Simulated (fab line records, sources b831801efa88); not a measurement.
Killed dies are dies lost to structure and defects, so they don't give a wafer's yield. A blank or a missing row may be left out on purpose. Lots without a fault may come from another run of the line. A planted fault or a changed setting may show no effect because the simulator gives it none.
Which tool did it? | flow sky130 | 24 lots, 72 wafers sampled, at 5 steps of a route of 708

WHAT THE GAUGES READ, wafer by wafer
SKY_DNWELL_TW_MEAS_09. Usual: DNWELL_TW 1107, standard deviation 6.3.
lot  | measured    | on            | DNWELL_TW      | flag
L074 | day 3 07:05 | film_metro-02 | 1113 1105 1114 |
L076 | day 3 14:10 | film_metro-03 | 1100 1099 1104 |
L075 | day 3 14:31 | film_metro-03 | 1107 1106 1108 |
L077 | day 3 20:10 | film_metro-01 | 1106 1106 1108 |
L078 | day 4 01:28 | film_metro-01 | 1108 1111 1109 |
L079 | day 4 07:41 | film_metro-02 | 1117 1109 1116 |
L080 | day 4 15:39 | film_metro-01 | 1105 1098 1106 |
L081 | day 4 21:32 | film_metro-02 | 1102 1107 1105 |
L082 | day 5 01:17 | film_metro-01 | 1103 1106 1113 |
L083 | day 5 06:26 | film_metro-03 | 1109 1110 1113 |
L084 | day 5 12:14 | film_metro-02 | 1102 1107 1110 |
L085 | day 5 17:21 | film_metro-01 | 1107 1108 1110 |
L086 | day 5 19:54 | film_metro-02 | 1101 1099 1095 |
L087 | day 6 01:32 | film_metro-02 | 1098 1097 1094 |
L088 | day 6 10:59 | film_metro-02 | 1098 1107 1106 |
L089 | day 6 11:44 | film_metro-02 | 1097 1098 1101 |
L090 | day 6 19:39 | film_metro-03 | 1115 1108 1117 |
L091 | day 6 23:36 | film_metro-01 | 1107 1110 1109 |
L092 | day 7 03:56 | film_metro-01 | 1118 1123 1130 |
L093 | day 7 09:29 | film_metro-03 | 1104 1100 1106 |
L094 | day 7 16:17 | film_metro-03 | 1102 1103 1098 |
L095 | day 8 01:14 | film_metro-02 | 1112 1105 1112 |
L096 | day 8 03:44 | film_metro-03 | 1102 1102 1107 |
L097 | day 8 07:12 | film_metro-02 | 1108 1108 1108 |

SKY_CONTACT_BOW_MEAS_05. Usual: CONTACT_BOW 82 um, standard deviation 7.4.
lot  | measured     | on            | CONTACT_BOW (um) | flag
L074 | day 30 18:07 | film_metro-01 | 79 93 84         |
L076 | day 31 09:16 | film_metro-04 | 89 76 81         |
L075 | day 31 07:42 | film_metro-03 | 91 87 77         |
L077 | day 31 10:40 | film_metro-01 | 85 86 88         |
L078 | day 31 21:10 | film_metro-04 | 79 83 72         |
L079 | day 32 11:08 | film_metro-01 | 79 83 96         |
L080 | day 32 20:58 | film_metro-03 | 80 75 87         |
L081 | day 33 08:44 | film_metro-01 | 96 101 77        |
L082 | day 33 13:25 | film_metro-03 | 68 63 75         |
L083 | day 33 16:44 | film_metro-01 | 72 89 83         |
L084 | day 34 02:11 | film_metro-01 | 82 82 69         |
L085 | day 34 05:29 | film_metro-01 | 78 90 81         |
L086 | day 34 11:47 | film_metro-03 | 74 76 82         |
L087 | day 34 21:30 | film_metro-01 | 86 80 78         |
L088 | day 35 08:50 | film_metro-01 | 83 81 81         |
L089 | day 35 14:26 | film_metro-01 | 74 84 102        |
L090 | day 35 18:35 | film_metro-03 | 83 82 79         |
L091 | day 36 02:10 | film_metro-01 | 90 81 75         |
L092 | day 36 04:55 | film_metro-01 | 85 83 77         |
L093 | day 36 13:37 | film_metro-01 | 87 89 74         |
L094 | day 36 22:34 | film_metro-03 | 86 84 87         |
L095 | day 37 19:13 | film_metro-03 | 78 73 79         |
L096 | day 37 20:07 | film_metro-04 | 76 72 90         |
L097 | day 37 21:52 | film_metro-04 | 101 93 83        |

SKY_VIA4_RS_MEAS_19: measures by four-point-probe. Usual: VIA4_W_RS 0.219 ohm/sq, standard deviation 0.0048.
lot  | measured     | on            | VIA4_W_RS (ohm/sq) | flag
L074 | day 43 01:47 | film_metro-03 | 0.214 0.216 0.226  |
L076 | day 43 16:29 | film_metro-01 | 0.211 0.226 0.227  |
L075 | day 43 12:44 | film_metro-03 | 0.209 0.221 0.221  |
L077 | day 43 17:56 | film_metro-01 | 0.226 0.225 0.213  |
L078 | day 44 00:44 | film_metro-01 | 0.222 0.212 0.223  |
L079 | day 44 12:31 | film_metro-01 | 0.223 0.214 0.226  |
L080 | day 44 22:19 | film_metro-01 | 0.221 0.217 0.219  |
L081 | day 45 06:44 | film_metro-03 | 0.217 0.221 0.219  |
L082 | day 45 13:04 | film_metro-04 | 0.217 0.224 0.214  |
L083 | day 45 13:54 | film_metro-04 | 0.225 0.213 0.226  |
L084 | day 45 21:33 | film_metro-01 | 0.213 0.224 0.211  |
L085 | day 45 21:42 | film_metro-03 | 0.222 0.218 0.220  |
L086 | day 46 03:23 | film_metro-04 | 0.224 0.214 0.214  |
L087 | day 46 11:11 | film_metro-01 | 0.218 0.218 0.215  |
L088 | day 46 21:34 | film_metro-03 | 0.219 0.224 0.218  |
L089 | day 47 05:15 | film_metro-01 | 0.219 0.221 0.219  |
L090 | day 47 05:55 | film_metro-01 | 0.218 0.219 0.219  |
L091 | day 47 12:41 | film_metro-01 | 0.213 0.223 0.213  |
L092 | day 47 12:59 | film_metro-03 | 0.221 0.217 0.222  |
L093 | day 47 18:44 | film_metro-04 | 0.225 0.223 0.225  |
L094 | day 48 03:34 | film_metro-01 | 0.212 0.223 0.223  |
L095 | day 48 16:21 | film_metro-01 | 0.213 0.215 0.221  |
L096 | day 48 18:14 | film_metro-04 | 0.222 0.223 0.223  |
L097 | day 48 19:08 | film_metro-03 | 0.225 0.217 0.222  |

WHICH TOOL RAN EACH LOT (tool, then ch and the chambers of the sampled wafers, then the start)
lot  | SKY_METAL4_SPUTTER_00        | SKY_METAL4_SPUTTER_03
L074 | pvd_sputter-03, day 39 23:22 | pvd_sputter-03, day 39 23:28
L076 | pvd_sputter-04, day 40 16:01 | pvd_sputter-04, day 40 16:05
L075 | pvd_sputter-04, day 40 11:31 | pvd_sputter-04, day 40 11:37
L077 | pvd_sputter-01, day 40 16:20 | pvd_sputter-01, day 40 16:25
L078 | pvd_sputter-04, day 40 23:12 | pvd_sputter-04, day 40 23:17
L079 | pvd_sputter-01, day 41 12:34 | pvd_sputter-01, day 41 12:38
L080 | pvd_sputter-04, day 41 21:16 | pvd_sputter-04, day 41 21:21
L081 | pvd_sputter-04, day 42 08:05 | pvd_sputter-04, day 42 08:10
L082 | pvd_sputter-03, day 42 11:48 | pvd_sputter-03, day 42 11:53
L083 | pvd_sputter-03, day 42 13:28 | pvd_sputter-03, day 42 13:33
L084 | pvd_sputter-04, day 42 23:35 | pvd_sputter-04, day 42 23:40
L085 | pvd_sputter-03, day 43 02:07 | pvd_sputter-03, day 43 02:12
L086 | pvd_sputter-01, day 43 06:35 | pvd_sputter-01, day 43 06:41
L087 | pvd_sputter-04, day 43 14:11 | pvd_sputter-04, day 43 14:17
L088 | pvd_sputter-01, day 44 01:48 | pvd_sputter-01, day 44 01:53
L089 | pvd_sputter-03, day 44 09:16 | pvd_sputter-03, day 44 09:20
L090 | pvd_sputter-01, day 44 09:52 | pvd_sputter-01, day 44 09:56
L091 | pvd_sputter-04, day 44 19:02 | pvd_sputter-04, day 44 19:08
L092 | pvd_sputter-01, day 44 19:23 | pvd_sputter-01, day 44 19:28
L093 | pvd_sputter-04, day 45 01:01 | pvd_sputter-04, day 45 01:07
L094 | pvd_sputter-04, day 45 10:49 | pvd_sputter-04, day 45 10:54
L095 | pvd_sputter-01, day 46 01:53 | pvd_sputter-01, day 46 01:58
L096 | pvd_sputter-03, day 46 03:42 | pvd_sputter-03, day 46 03:47
L097 | pvd_sputter-04, day 46 04:18 | pvd_sputter-04, day 46 04:23
- SKY_METAL4_SPUTTER_00: material Ti, target thk 15 nm, time 10 s.
- SKY_METAL4_SPUTTER_03: material Ti, target thk 5 nm, time 3.3 s.

WHAT THE TOOLS THEMSELVES READ (means of the sampled wafers that have a number; where no wafer has one, the mark that the record gives instead)
SKY_METAL4_SPUTTER_00. Usual: chamber_pressure_pa 0.4000 Pa, standard deviation 0.00087; throttle_valve_pct 29.8 %, standard deviation 1.2.
lot  | tool           | chamber_pressure_pa (Pa) | throttle_valve_pct (%) | flag
L074 | pvd_sputter-03 | 0.4001                   | 29.8                   |
L076 | pvd_sputter-04 | 0.4006                   | 28.9                   |
L075 | pvd_sputter-04 | 0.4006                   | 29.0                   |
L077 | pvd_sputter-01 | 0.4001                   | 29.1                   |
L078 | pvd_sputter-04 | 0.4002                   | 29.5                   |
L079 | pvd_sputter-01 | 0.3995                   | 30.4                   |
L080 | pvd_sputter-04 | 0.4006                   | 29.4                   |
L081 | pvd_sputter-04 | 0.3995                   | 29.1                   |
L082 | pvd_sputter-03 | 0.4000                   | 29.7                   |
L083 | pvd_sputter-03 | 0.3999                   | 29.4                   |
L084 | pvd_sputter-04 | 0.4001                   | 29.7                   |
L085 | pvd_sputter-03 | 0.4011                   | 30.3                   |
L086 | pvd_sputter-01 | 0.4000                   | 30.4                   |
L087 | pvd_sputter-04 | 0.4000                   | 29.7                   |
L088 | pvd_sputter-01 | 0.4005                   | 29.5                   |
L089 | pvd_sputter-03 | 0.4002                   | 29.4                   |
L090 | pvd_sputter-01 | 0.3987                   | 31.2                   |
L091 | pvd_sputter-04 | 0.4000                   | 29.4                   |
L092 | pvd_sputter-01 | 0.4003                   | 31.3                   |
L093 | pvd_sputter-04 | 0.4007                   | 29.1                   |
L094 | pvd_sputter-04 | 0.4002                   | 28.9                   |
L095 | pvd_sputter-01 | 0.3991                   | 28.4                   |
L096 | pvd_sputter-03 | 0.3990                   | 29.4                   |
L097 | pvd_sputter-04 | 0.3993                   | 28.9                   |

SKY_METAL4_SPUTTER_03. Usual: chamber_pressure_pa 0.3999 Pa, standard deviation 0.00085; throttle_valve_pct 29.8 %, standard deviation 1.2.
lot  | tool           | chamber_pressure_pa (Pa) | throttle_valve_pct (%) | flag
L074 | pvd_sputter-03 | 0.3998                   | 29.9                   |
L076 | pvd_sputter-04 | 0.3988                   | 28.9                   |
L075 | pvd_sputter-04 | 0.3993                   | 29.1                   |
L077 | pvd_sputter-01 | 0.4010                   | 29.4                   |
L078 | pvd_sputter-04 | 0.4002                   | 29.5                   |
L079 | pvd_sputter-01 | 0.3993                   | 30.6                   |
L080 | pvd_sputter-04 | 0.4005                   | 29.5                   |
L081 | pvd_sputter-04 | 0.3993                   | 29.0                   |
L082 | pvd_sputter-03 | 0.4000                   | 29.8                   |
L083 | pvd_sputter-03 | 0.4007                   | 29.4                   |
L084 | pvd_sputter-04 | 0.4003                   | 29.6                   |
L085 | pvd_sputter-03 | 0.3996                   | 30.2                   |
L086 | pvd_sputter-01 | 0.3990                   | 30.3                   |
L087 | pvd_sputter-04 | 0.4002                   | 29.7                   |
L088 | pvd_sputter-01 | 0.4000                   | 29.7                   |
L089 | pvd_sputter-03 | 0.4002                   | 29.4                   |
L090 | pvd_sputter-01 | 0.4000                   | 31.1                   |
L091 | pvd_sputter-04 | 0.3999                   | 29.5                   |
L092 | pvd_sputter-01 | 0.3991                   | 31.3                   |
L093 | pvd_sputter-04 | 0.3991                   | 29.3                   |
L094 | pvd_sputter-04 | 0.3994                   | 28.9                   |
L095 | pvd_sputter-01 | 0.4003                   | 28.5                   |
L096 | pvd_sputter-03 | 0.4001                   | 29.6                   |
L097 | pvd_sputter-04 | 0.3998                   | 28.9                   |

THE ANSWER, worked out from the rows above alone
Rule: a lot is off if the mean of its wafers that have a number lies more than 3 standard deviations from the usual mean. A lot without any number at a reading at which 4 lots or more have one is off too. The other lots that the step has rows for count as sound. The gauges are gone through in route order, then the tools' own readings, and for those a lot's mean is taken as printed above. The first step at which some lot is off is used, and at that step the reading that is off furthest; a lot without a number counts as furthest.
No lot is off at any reading shown: from this, nothing can be told.

WHAT THE SIMULATOR HAD PUT IN
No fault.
